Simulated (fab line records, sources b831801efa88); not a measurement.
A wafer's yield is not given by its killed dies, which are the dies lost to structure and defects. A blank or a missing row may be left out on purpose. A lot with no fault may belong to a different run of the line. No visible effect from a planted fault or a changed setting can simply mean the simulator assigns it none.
2 desks looking at one fault -- flow gf180mcu -- each desk holds nothing but its own numbers, with what lay behind them at the end

== FOR THE TOOL OWNER'S DESK: lpcvd-02 ==
The tool's own readings at GF_STI_CVD_03 (deposits Si3N4 from DCS/NH3, target thk 207.16 nm, time 3551 s): means of the sampled wafers that have a number, for each lot that ran on this tool. If a lot's mean is further than 4 standard deviations from the usual mean, the lot is out of limits and carries the mark OUT (the distance appears in the brackets).
Columns: A = spike_tc_centre_C at GF_STI_CVD_03, usual 769.3 C; B = zone_power_centre_pct at GF_STI_CVD_03, usual 13.1 %; C = zone_power_lower_pct at GF_STI_CVD_03, usual 13.7 %
lot,first seen here,A,B,C
L982,day 1 17:57,770.2,13.5,12.6
L983,day 1 21:34,769.4,13.5,12.8
L985,day 2 08:18,768.6,13.5,12.7
L989,day 3 04:24,768.8,13.5,12.9
L990,day 3 09:37,769.6,14.2,13.0
L998,day 5 00:56,781.5 (+11) OUT,17.3 (+4.2) OUT,11.6
This desk's finding: out of limits on L998; first on L998, day 5 00:56 (spike_tc_centre_C at GF_STI_CVD_03). In limits: L982, L983, L985, L989, L990.

== METROLOGY DESK ==
What the gauges read for every lot (on any tool): the sampled wafers with a number, averaged. If a lot's mean is further than 4 standard deviations from the usual mean, the lot is out of limits and carries the mark OUT (the distance appears in the brackets).
Columns: A = STI_CVD_03_THK at GF_STI_THK_MEAS_04, usual 207.0 nm; B = cd_nm at GF_V1_CD_MEAS_14, usual 260.1 nm; C = V1_OVL at GF_V1_OVL_MEAS_15, usual 0 nm
lot,first seen here,A,B,C
L982,day 1 19:57,205.1,257.9,7
L983,day 1 23:34,206.5,260.3,-0
L984,day 2 06:02,206.0,260.1,-2
L985,day 2 10:19,208.4,261.4,-4
L987,day 2 19:34,210.1,258.2,-0
L988,day 3 01:26,206.2,258.8,0
L989,day 3 06:23,206.3,260.0,-11
L990,day 3 11:37,205.8,258.0,-4
L996,day 4 16:34,202.8,260.2,-1
L998,day 5 03:56,216.2 (+4.4) OUT,261.7,1
L101,day 5 17:34,209.0,260.3,-2
L103,day 6 03:34,206.7,261.4,-3
L104,day 6 08:41,206.3,258.8,6
This desk reports L998 out of limits; the earliest was L998 at day 5 03:56 (STI_CVD_03_THK at GF_STI_THK_MEAS_04). In limits: L982, L983, L984, L985, L987, L988, L989, L990, L996, L101, L103, L104.

== BROUGHT TOGETHER ==
An alarm could have come from the tool owner's desk at day 5 00:56, on L998.
L998 would have let the metrology desk raise an alarm at day 5 03:56.
The lots listed all ran GF_STI_CVD_03 on lpcvd-02.

== WHAT THE SIMULATOR HAD PUT IN ==
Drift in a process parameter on lpcvd-02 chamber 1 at GF_STI_CVD_03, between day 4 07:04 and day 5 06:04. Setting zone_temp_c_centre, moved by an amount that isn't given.
Shown lots that were struck: L998.
Hours from the fault's start to each desk's first reading out of limits: the tool owner's desk, 18; the metrology desk, 21.
